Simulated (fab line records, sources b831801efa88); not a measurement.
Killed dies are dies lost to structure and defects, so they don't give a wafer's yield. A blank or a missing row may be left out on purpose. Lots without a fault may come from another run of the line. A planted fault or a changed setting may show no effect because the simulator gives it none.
fab line records | flow sky130 | part 1 of 2: steps 1 to 24 of 33
record lots=5 wafers=15 last_day=50
route steps=708 shown POLY_GATE@227 LDD_N@237 LDD_P@255
lots that met no fault: from a run of the same line without faults
start_h: hours from the record's first day to the start of the lot's first wafer shown | wait_h: hours since the lot's step before | " the same as in the row above | L1.1+2: a row that stands for several wafers | - no value, or no start given | * or withheld: withheld | < > ~ a bound
route shown NAME@n: a module of which the file shows steps, and the number in the route of the first | usual: mean/standard deviation of fault-free wafers | same: alike in all rows | chamber/n: place in a boat | sites: the reading at each site | _std_site: their standard deviation | _edge_site: outer sites' mean less inner sites' | radius_mm: how far each site lies from the wafer's centre | mask NAME#n: copy n | behind: the tool/chamber that last shaped the wafer | hold: why the lot was held/for how many hours/how that ended | device: the transistor (n, p or np) that didn't switch | end of line: the same wafers' tests at the end of the route | a step without rows: its recipe alone | killed: dies lost to structure and defects at the first sort, not the wafer's yield | map: a wafer's dies, x killed, . not, _ none there
set.NAME: the setting as run; set.NAME@STEP: as run at that earlier step | model.NAME: the simulator's own value behind a step, which no gauge read
lots at some steps of the route; a table a step, a row a wafer
services: from which hour (start_h, from the record's first day; less than 0 if before it) a tool's chamber was out of use, for how many hours, and why
## steps
# step SKY_POLY_GATE_CD_MEAS_13
# recipe target_cd_nm=150
# usual cd_nm=150.2/1.2
# columns lot.wafer tool chamber start_h wait_h cd_nm
L079.3 cd_sem-02 - 422.41 - 151.7
L079.5 " - " " 151.6
L079.6 " - " " 149.9
L092.1 cd_sem-01 - 533.76 - 153.3
L092.3 " - " " 151.5
L092.5 " - " " 151.8
L093.2 cd_sem-02 - 537.58 - 151.5
L093.3 " - " " 151.8
L093.5 " - " " 153.2
L094.3 cd_sem-01 - 543.01 - 149.4
L094.5 " - " " 149.7
L094.6 " - " " 150.5
L095.1 cd_sem-02 - 555.84 - 151.2
L095.4 " - " " 149.4
L095.5 " - " " 151.6
# step SKY_POLY_GATE_OVL_MEAS_14
# usual POLY_GATE_OVL=-3/5.3
# columns lot.wafer tool chamber start_h wait_h POLY_GATE_OVL[nm]
L079.3 overlay-01 - 422.50 0.1 -3
L079.5 " - " " -3
L079.6 " - " " 3
L092.1 overlay-01 - 533.88 0.1 -3
L092.3 " - " " -5
L092.5 " - " " -6
L093.2 overlay-01 - 537.69 0.1 -3
L093.3 " - " " 3
L093.5 " - " " -5
L094.3 overlay-02 - 543.10 0.1 -6
L094.5 " - " " -5
L094.6 " - " " 1
L095.1 overlay-02 - 555.96 0.1 -3
L095.4 " - " " 3
L095.5 " - " " -2
# step SKY_POLY_GATE_ETCH_15
# recipe chemistry=N2/H2 target=BARC ion_energy_ev=200 source_w=500 bias_w=100 pressure_mtorr=30 n2_flow_sccm=100 h2_flow_sccm=200 stop_on=SiO2 time_s=118.5 target_depth_a=1100
# usual drypump_motor_current_A=5.8/0.36 n2_flow_sccm=99.99/0.29 oes_product_au=0.716/0.0046 throttle_valve_pct=13.213/0.01
# columns lot.wafer tool chamber start_h wait_h drypump_motor_current_A n2_flow_sccm oes_product_au rf_hours_counter_h throttle_valve_pct
L079.3 rie_diel-04 3 422.52 0.0 5.8 99.98 0.712 22 13.215
L079.5 " 2 " " 5.6 100.37 0.715 - 13.212
L079.6 " 1 " " 5.3 100.04 0.712 - 13.210
L092.1 rie_diel-04 2 533.92 0.0 5.6 100.25 0.715 13 13.216
L092.3 " 1 " " 5.3 99.92 0.718 3 13.226
L092.5 " 2 " " 5.6 99.66 0.712 - 13.217
L093.2 rie_diel-04 0 537.72 0.0 6.0 99.86 0.721 0 13.213
L093.3 " 1 " " 5.3 99.96 0.717 3 13.219
L093.5 " 3 " " 5.7 100.39 0.713 - 13.212
L094.3 rie_diel-04 0 543.12 0.0 6.0 100.12 0.717 0 13.195
L094.5 " 0 " " 6.0 99.63 0.725 - 13.211
L094.6 " 3 " " 5.7 100.11 0.724 - 13.218
L095.1 rie_diel-04 3 555.99 0.0 5.8 100.06 0.716 25 13.215
L095.4 " 2 " " 5.6 100.03 0.714 13 13.201
L095.5 " 3 " " 5.8 99.69 0.722 - 13.200
# step SKY_POLY_GATE_ETCH_16
# recipe stop_on=poly-Si chemistry=CH3F/O2 target=Si3N4 source_w=400 bias_w=80 pressure_mtorr=25 ch3f_flow_sccm=40 O2_flow_sccm=30 time_s=147.5 target_depth_a=750
# usual drypump_motor_current_A=5.8/0.36 oes_product_au=0.639/0.0053 throttle_valve_pct=10.534/0.0092
# columns lot.wafer tool chamber start_h wait_h drypump_motor_current_A oes_product_au rf_hours_counter_h throttle_valve_pct
L079.3 rie_diel-04 3 422.61 0.0 5.8 0.645 22 10.510
L079.5 " 2 " " 5.6 0.643 - 10.529
L079.6 " 1 " " 5.3 0.632 - 10.538
L092.1 rie_diel-04 2 534.00 0.0 5.6 0.640 13 10.519
L092.3 " 1 " " 5.3 0.636 3 10.531
L092.5 " 2 " " 5.6 0.639 - 10.549
L093.2 rie_diel-04 0 537.80 0.0 6.0 0.640 0 10.530
L093.3 " 1 " " 5.3 0.640 3 10.544
L093.5 " 3 " " 5.7 0.640 - 10.526
L094.3 rie_diel-04 0 543.21 0.0 6.0 0.640 0 10.517
L094.5 " 0 " " 6.0 0.636 - 10.542
L094.6 " 3 " " 5.7 0.634 - 10.543
L095.1 rie_diel-04 3 556.07 0.0 5.8 0.641 25 10.537
L095.4 " 2 " " 5.6 0.644 13 10.531
L095.5 " 3 " " 5.8 0.649 - 10.538
# step SKY_POLY_GATE_ETCH_17
# recipe target_depth_nm=180 stop_on=SiO2 over_etch_frac=0.56667 chemistry=HBr/Cl2 target=poly-Si icp_w=400 bias_w=100 pressure_mtorr=10 HBr_flow_sccm=150 Cl2_flow_sccm=50 time_s=70.5
# usual drypump_motor_current_A=5.6/0.5 oes_product_au=0.987/0.0078 throttle_valve_pct=33.685/0.0093
# same over_etch_frac=0.56667
# columns lot.wafer tool chamber start_h wait_h drypump_motor_current_A oes_product_au rf_hours_counter_h throttle_valve_pct
L079.3 rie_si-02 3 422.71 0.0 6.5 0.983 4 33.683
L079.5 " 1 " " 5.6 0.987 - 33.677
L079.6 " 0 " " 6.3 0.981 - 33.691
L092.1 rie_si-02 2 534.10 0.0 5.3 0.973 4 33.681
L092.3 " 0 " " 6.2 0.991 4 33.712
L092.5 " 0 " " 6.2 0.993 - 33.686
L093.2 rie_si-01 0 537.90 0.0 4.9 0.978 3 33.689
L093.3 " 1 " " 5.2 0.971 2 33.668
L093.5 " 0 " " 4.9 0.967 - 33.700
L094.3 rie_si-02 2 543.30 0.0 5.2 0.988 4 33.680
L094.5 " 1 " " 5.6 0.981 - 33.675
L094.6 " 2 " " 5.2 0.986 - 33.682
L095.1 rie_si-01 1 556.17 0.0 5.2 0.979 2 33.679
L095.4 " 2 " " 5.5 1.004 4 33.689
L095.5 " 1 " " 5.2 0.990 - 33.702
# step SKY_POLY_GATE_STRIP_18
# recipe chemistry=O2/N2 power_w=1400 pressure_mtorr=1500 platen_temp_c=withheld o2_flow_sccm=3000 n2_flow_sccm=300 overash_fraction=0.5
# usual drypump_motor_current_A=5.8/0.47 n2_flow_sccm=300.0/0.9 oes_product_au=0.361/0.0045 strip_time_to_endpoint_s=3.160/0.03
# columns lot.wafer tool chamber start_h wait_h drypump_motor_current_A n2_flow_sccm oes_product_au rf_hours_counter_h strip_time_to_endpoint_s
L079.3 plasma_asher-01 1 422.79 0.1 5.7 300.8 0.361 - 3.156
L079.5 " 0 " " 5.3 298.1 0.362 - 3.197
L079.6 " 1 " " 5.7 300.6 0.358 - 3.185
L092.1 plasma_asher-01 0 534.15 0.0 5.3 301.6 0.363 76 3.174
L092.3 " 1 " " 5.7 300.3 0.356 - 3.118
L092.5 " 1 " " 5.8 299.9 0.363 - 3.163
L093.2 plasma_asher-02 0 537.95 0.0 6.6 302.0 0.363 36 3.222
L093.3 " 1 " " 5.5 300.6 0.353 - 3.172
L093.5 " 1 " " 5.4 300.6 0.358 - 3.154
L094.3 plasma_asher-02 0 543.39 0.1 6.6 299.8 0.367 - 3.181
L094.5 " 1 " " 5.5 301.1 0.367 - 3.174
L094.6 " 0 " " 6.6 299.4 0.360 - 3.147
L095.1 plasma_asher-01 0 556.23 0.0 5.2 299.9 0.363 78 3.160
L095.4 " 1 " " 5.7 299.6 0.370 - 3.158
L095.5 " 0 " " 5.3 300.4 0.349 - 3.156
# step SKY_POLY_GATE_CLEAN_19
# recipe chemistry=SC1/SC2 mix=1:4:20 temp_c=70 time_s=150 dry=n2_spin
# columns lot.wafer tool chamber start_h wait_h
L079.3+5+6 wet_bench-03 1 422.86 0.0
L092.1+3+5 wet_bench-03 1 534.25 0.1
L093.2+3+5 wet_bench-02 3 538.05 0.1
L094.3+5+6 wet_bench-02 2 543.46 0.0
L095.1+4+5 wet_bench-01 1 556.33 0.1
# step SKY_POLY_GATE_OXIDATION_20
# recipe temp_c=850 ambient=O2 stabilise_s=600 purge_s=300 target_thk_a=40 ox_time_s=899
# usual ox_temp_c_max=855.0/0.95 spike_tc_upper_C=850.7/0.93 zone_power_top_pct=30.5/1.8
# columns lot.wafer tool chamber start_h wait_h ox_temp_c_max spike_tc_upper_C zone_power_top_pct
L079.3 furnace-02 0 423.69 0.8 854.0 851.4 32.4
L079.5 " 0 " " 855.9 850.7 32.0
L079.6 " 0 " " 856.7 849.8 31.7
L092.1 furnace-02 0 534.30 0.0 855.4 850.7 31.8
L092.3 " 0 " " 855.0 849.9 32.1
L092.5 " 0 " " 856.7 849.8 31.7
L093.2 furnace-02 0 538.11 0.0 856.4 849.8 31.6
L093.3 " 0 " " 857.3 850.2 31.0
L093.5 " 0 " " 856.2 850.5 31.9
L094.3 furnace-02 0 543.51 0.0 855.7 850.7 32.2
L094.5 " 0 " " 856.0 851.0 31.9
L094.6 " 0 " " 854.9 852.4 31.2
L095.1 furnace-02 0 558.82 2.4 853.9 851.0 31.4
L095.4 " 0 " " 858.0 850.7 31.6
L095.5 " 0 " " 855.9 850.6 31.7
# step SKY_POLY_GATE_THK_MEAS_21
# recipe reads=SiO2_of_POLY_GATE_OXIDATION_20
# usual POLY_GATE_OXIDATION_THK=4.02/0.078
# columns lot.wafer tool chamber start_h wait_h POLY_GATE_OXIDATION_THK[nm]
L079.3 film_metro-03 - 424.96 0.0 4.05
L079.5 " - " " 3.94
L079.6 " - " " 3.90
L092.1 film_metro-03 - 535.55 0.0 4.04
L092.3 " - " " 3.99
L092.5 " - " " 3.95
L093.2 film_metro-01 - 539.37 0.0 4.03
L093.3 " - " " 3.99
L093.5 " - " " 3.88
L094.3 film_metro-01 - 544.78 0.0 3.98
L094.5 " - " " 3.98
L094.6 " - " " 3.94
L095.1 film_metro-03 - 560.07 0.0 3.91
L095.4 " - " " 3.94
L095.5 " - " " 3.98
# step SKY_POLY_GATE_CD_MEAS_22
# usual cd_nm=150.0/1.9
# columns lot.wafer tool chamber start_h wait_h cd_nm
L079.3 cd_sem-02 - 425.06 0.1 153.3
L079.5 " - " " 151.9
L079.6 " - " " 149.7
L092.1 cd_sem-02 - 535.61 0.1 153.8
L092.3 " - " " 150.5
L092.5 " - " " 151.3
L093.2 cd_sem-02 - 539.45 0.1 150.6
L093.3 " - " " 152.0
L093.5 " - " " 151.6
L094.3 cd_sem-02 - 544.88 0.1 148.5
L094.5 " - " " 147.3
L094.6 " - " " 151.1
L095.1 cd_sem-02 - 560.13 0.1 153.4
L095.4 " - " " 149.7
L095.5 " - " " 151.6
# step SKY_LDD_N_DEHYDRATE_00
# recipe temp_c=200 time_s=60
# usual chill_plate_temp_C=23.03/0.095
# columns lot.wafer tool chamber start_h wait_h chill_plate_temp_C
L079.3 litho_track-02 0 439.24 14.2 23.05
L079.5 " 0 " " 22.91
L079.6 " 0 " " 22.93
L092.1 litho_track-02 0 551.49 15.8 23.11
L092.3 " 0 " " 23.14
L092.5 " 0 " " 23.04
L093.2 litho_track-02 0 554.01 14.5 23.10
L093.3 " 0 " " 23.11
L093.5 " 0 " " 23.07
L094.3 litho_track-02 0 558.59 13.7 22.89
L094.5 " 0 " " 23.12
L094.6 " 0 " " 23.05
L095.1 litho_track-02 0 573.94 13.8 22.88
L095.4 " 0 " " 23.07
L095.5 " 0 " " 22.98
# step SKY_LDD_N_HMDS_01
# recipe prime_time_s=60 prime_temp_c=120
# usual chill_plate_temp_C=23.01/0.1
# same prime_time_s=60
# columns lot.wafer tool chamber start_h wait_h chill_plate_temp_C
L079.3 litho_track-02 0 439.39 0.1 23.03
L079.5 " 0 " " 22.97
L079.6 " 0 " " 22.93
L092.1 litho_track-02 0 551.64 0.1 23.04
L092.3 " 0 " " 23.00
L092.5 " 0 " " 23.06
L093.2 litho_track-02 0 554.16 0.1 22.99
L093.3 " 0 " " 23.07
L093.5 " 0 " " 23.11
L094.3 litho_track-02 0 558.74 0.1 22.98
L094.5 " 0 " " 23.10
L094.6 " 0 " " 23.06
L095.1 litho_track-02 0 574.09 0.1 23.08
L095.4 " 0 " " 23.05
L095.5 " 0 " " 22.89
# step SKY_LDD_N_COAT_02
# recipe resist=NOVOLAK spin_rpm=3000 resist_thk_nm=300
# usual chill_plate_temp_C=23.02/0.11
# columns lot.wafer tool chamber start_h wait_h chill_plate_temp_C
L079.3 litho_track-02 0 439.54 0.1 22.83
L079.5 " 0 " " 22.81
L079.6 " 0 " " 23.07
L092.1 litho_track-02 0 551.79 0.1 22.96
L092.3 " 0 " " 23.01
L092.5 " 0 " " 23.08
L093.2 litho_track-02 0 554.31 0.1 23.07
L093.3 " 0 " " 23.17
L093.5 " 0 " " 23.36
L094.3 litho_track-02 0 558.89 0.1 22.98
L094.5 " 0 " " 23.25
L094.6 " 0 " " 23.09
L095.1 litho_track-02 0 574.24 0.1 23.05
L095.4 " 0 " " 23.00
L095.5 " 0 " " 23.09
# step SKY_LDD_N_SOFTBAKE_03
# recipe temp_c=90 time_s=60 resist=NOVOLAK
# usual chill_plate_temp_C=22.98/0.094
# columns lot.wafer tool chamber start_h wait_h chill_plate_temp_C
L079.3 litho_track-02 0 439.69 0.1 23.05
L079.5 " 0 " " 23.07
L079.6 " 0 " " 22.92
L092.1 litho_track-02 0 551.94 0.1 22.81
L092.3 " 0 " " 22.91
L092.5 " 0 " " 22.88
L093.2 litho_track-02 0 554.46 0.1 23.17
L093.3 " 0 " " 23.10
L093.5 " 0 " " 22.75
L094.3 litho_track-02 0 559.04 0.1 23.07
L094.5 " 0 " " 23.03
L094.6 " 0 " " 22.99
L095.1 litho_track-02 0 574.39 0.1 23.03
L095.4 " 0 " " 22.84
L095.5 " 0 " " 22.94
# step SKY_LDD_N_EXPOSE_04
# recipe mask_id=NTM target_cd_nm=840 na=0.6 source_shape=conventional sigma_outer=0.6 dose_mj=110
# columns lot.wafer tool chamber start_h wait_h mask
L079.3+5+6 iline_stepper-02 0 - - NTM#0
L092.1+3+5 iline_stepper-02 0 - - NTM#0
L093.2+3+5 iline_stepper-01 0 - - NTM#0
L094.3+5+6 iline_stepper-01 0 - - NTM#0
L095.1+4+5 iline_stepper-02 0 - - NTM#0
# step SKY_LDD_N_PEB_05
# recipe temp_c=withheld time_s=* resist=NOVOLAK
# usual chill_plate_temp_C=*
# columns lot.wafer tool chamber start_h wait_h chill_plate_temp_C
L079.3 litho_track-01 0 - - *
L079.5 " 0 " " *
L079.6 " 0 " " *
L092.1 litho_track-03 0 - - *
L092.3 " 0 " " *
L092.5 " 0 " " *
L093.2 litho_track-03 0 - - *
L093.3 " 0 " " *
L093.5 " 0 " " *
L094.3 litho_track-03 0 - - *
L094.5 " 0 " " *
L094.6 " 0 " " *
L095.1 litho_track-03 0 - - *
L095.4 " 0 " " *
L095.5 " 0 " " *
# step SKY_LDD_N_DEVELOP_06
# recipe develop_time_s=60 dev_temp_c=23
# usual chill_plate_temp_C=23.01/0.11
# same develop_time_s=60
# columns lot.wafer tool chamber start_h wait_h chill_plate_temp_C
L079.3 litho_track-01 0 455.50 0.1 22.98
L079.5 " 0 " " 22.89
L079.6 " 0 " " 22.98
L092.1 litho_track-03 0 565.86 0.1 22.89
L092.3 " 0 " " 22.90
L092.5 " 0 " " 22.99
L093.2 litho_track-03 0 568.59 0.1 23.01
L093.3 " 0 " " 22.99
L093.5 " 0 " " 23.00
L094.3 litho_track-03 0 572.91 0.1 22.70
L094.5 " 0 " " 22.80
L094.6 " 0 " " 22.96
L095.1 litho_track-03 0 588.76 0.1 23.01
L095.4 " 0 " " 23.02
L095.5 " 0 " " 22.78
# step SKY_LDD_N_OVL_MEAS_07
# usual LDD_N_OVL=-0.6/1.5
# columns lot.wafer tool chamber start_h wait_h LDD_N_OVL[nm]
L079.3 overlay-02 - 455.62 0.1 -1.1
L079.5 " - " " -1.4
L079.6 " - " " -2.5
L092.1 overlay-02 - 566.01 0.1 0.9
L092.3 " - " " -1.1
L092.5 " - " " -0.7
L093.2 overlay-02 - 568.72 0.1 -1.0
L093.3 " - " " -1.8
L093.5 " - " " 0.7
L094.3 overlay-01 - 573.02 0.1 -2.0
L094.5 " - " " -2.3
L094.6 " - " " -2.7
L095.1 overlay-01 - 588.91 0.1 -2.7
L095.4 " - " " -2.1
L095.5 " - " " -1.6
# step SKY_LDD_N_IMPLANT_08
# recipe species=As energy_kev=20 dose_cm2=7.5e+13 tilt_deg=withheld rotation_deg=23
# usual beam_on_s=9.99/0.21
# columns lot.wafer tool chamber start_h wait_h beam_on_s
L079.3 implanter-04 0 455.69 0.1 9.95
L079.5 " 0 " " 10.14
L079.6 " 0 " " 9.85
L092.1 implanter-01 0 566.05 0.0 9.62
L092.3 " 0 " " 10.28
L092.5 " 0 " " 10.04
L093.2 implanter-04 0 568.77 0.0 9.91
L093.3 " 0 " " 9.90
L093.5 " 0 " " 10.17
L094.3 implanter-04 0 573.10 0.1 9.97
L094.5 " 0 " " 9.85
L094.6 " 0 " " 9.61
L095.1 implanter-02 0 588.95 0.0 10.03
L095.4 " 0 " " 10.17
L095.5 " 0 " " 10.34
# step SKY_LDD_N_IMPLANT_09
# recipe species=As energy_kev=20 dose_cm2=7.5e+13 tilt_deg=withheld rotation_deg=113
# usual beam_on_s=9.99/0.18
# columns lot.wafer tool chamber start_h wait_h beam_on_s
L079.3 implanter-04 0 455.84 0.1 10.06
L079.5 " 0 " " 9.79
L079.6 " 0 " " 10.03
L092.1 implanter-01 0 566.20 0.1 10.13
L092.3 " 0 " " 10.03
L092.5 " 0 " " 9.87
L093.2 implanter-04 0 568.92 0.1 10.16
L093.3 " 0 " " 10.10
L093.5 " 0 " " 9.90
L094.3 implanter-04 0 573.25 0.1 9.74
L094.5 " 0 " " 9.67
L094.6 " 0 " " 10.21
L095.1 implanter-02 0 589.10 0.1 9.71
L095.4 " 0 " " 9.99
L095.5 " 0 " " 10.05
# step SKY_LDD_N_IMPLANT_10
# recipe species=As energy_kev=20 dose_cm2=7.5e+13 tilt_deg=withheld rotation_deg=203
# usual beam_on_s=10.01/0.18
# columns lot.wafer tool chamber start_h wait_h beam_on_s
L079.3 implanter-04 0 455.99 0.1 10.29
L079.5 " 0 " " 9.64
L079.6 " 0 " " 10.27
L092.1 implanter-01 0 566.35 0.1 10.12
L092.3 " 0 " " 10.40
L092.5 " 0 " " 9.92
L093.2 implanter-04 0 569.07 0.1 9.69
L093.3 " 0 " " 10.17
L093.5 " 0 " " 10.11
L094.3 implanter-04 0 573.40 0.1 10.50
L094.5 " 0 " " 9.94
L094.6 " 0 " " 9.79
L095.1 implanter-02 0 589.25 0.1 9.92
L095.4 " 0 " " 9.75
L095.5 " 0 " " 10.35
# step SKY_LDD_N_IMPLANT_11
# recipe species=As energy_kev=20 dose_cm2=7.5e+13 tilt_deg=withheld rotation_deg=293
# usual beam_on_s=10.00/0.19
# columns lot.wafer tool chamber start_h wait_h beam_on_s
L079.3 implanter-04 0 456.14 0.1 10.20
L079.5 " 0 " " 10.09
L079.6 " 0 " " 9.94
L092.1 implanter-01 0 566.50 0.1 9.95
L092.3 " 0 " " 9.95
L092.5 " 0 " " 9.92
L093.2 implanter-04 0 569.22 0.1 9.97
L093.3 " 0 " " 9.79
L093.5 " 0 " " 9.93
L094.3 implanter-04 0 573.55 0.1 9.94
L094.5 " 0 " " 10.06
L094.6 " 0 " " 9.94
L095.1 implanter-02 0 589.40 0.1 10.47
L095.4 " 0 " " 10.28
L095.5 " 0 " " 9.95
# step SKY_LDD_N_IMPLANT_12
# recipe species=BF2 energy_kev=50 dose_cm2=5e+12 tilt_deg=30 rotation_deg=0
# usual beam_on_s=10.00/0.19
# columns lot.wafer tool chamber start_h wait_h beam_on_s
L079.3 implanter-04 0 456.29 0.1 9.95
L079.5 " 0 " " 9.93
L079.6 " 0 " " 9.71
L092.1 implanter-01 0 566.65 0.1 10.26
L092.3 " 0 " " 10.00
L092.5 " 0 " " 9.95
L093.2 implanter-04 0 569.37 0.1 9.80
L093.3 " 0 " " 9.72
L093.5 " 0 " " 10.01
L094.3 implanter-04 0 573.70 0.1 9.81
L094.5 " 0 " " 9.79
L094.6 " 0 " " 9.86
L095.1 implanter-02 0 589.55 0.1 9.92
L095.4 " 0 " " 10.07
L095.5 " 0 " " 10.07
# step SKY_LDD_N_IMPLANT_13
# recipe species=BF2 energy_kev=50 dose_cm2=5e+12 tilt_deg=30 rotation_deg=90
# usual beam_on_s=10.00/0.19
# columns lot.wafer tool chamber start_h wait_h beam_on_s
L079.3 implanter-04 0 456.44 0.1 10.35
L079.5 " 0 " " 9.97
L079.6 " 0 " " 10.15
L092.1 implanter-01 0 566.80 0.1 9.97
L092.3 " 0 " " 9.83
L092.5 " 0 " " 10.18
L093.2 implanter-04 0 569.52 0.1 10.37
L093.3 " 0 " " 9.85
L093.5 " 0 " " 9.57
L094.3 implanter-04 0 573.85 0.1 10.07
L094.5 " 0 " " 10.29
L094.6 " 0 " " 9.96
L095.1 implanter-02 0 589.70 0.1 10.12
L095.4 " 0 " " 9.76
L095.5 " 0 " " 9.83
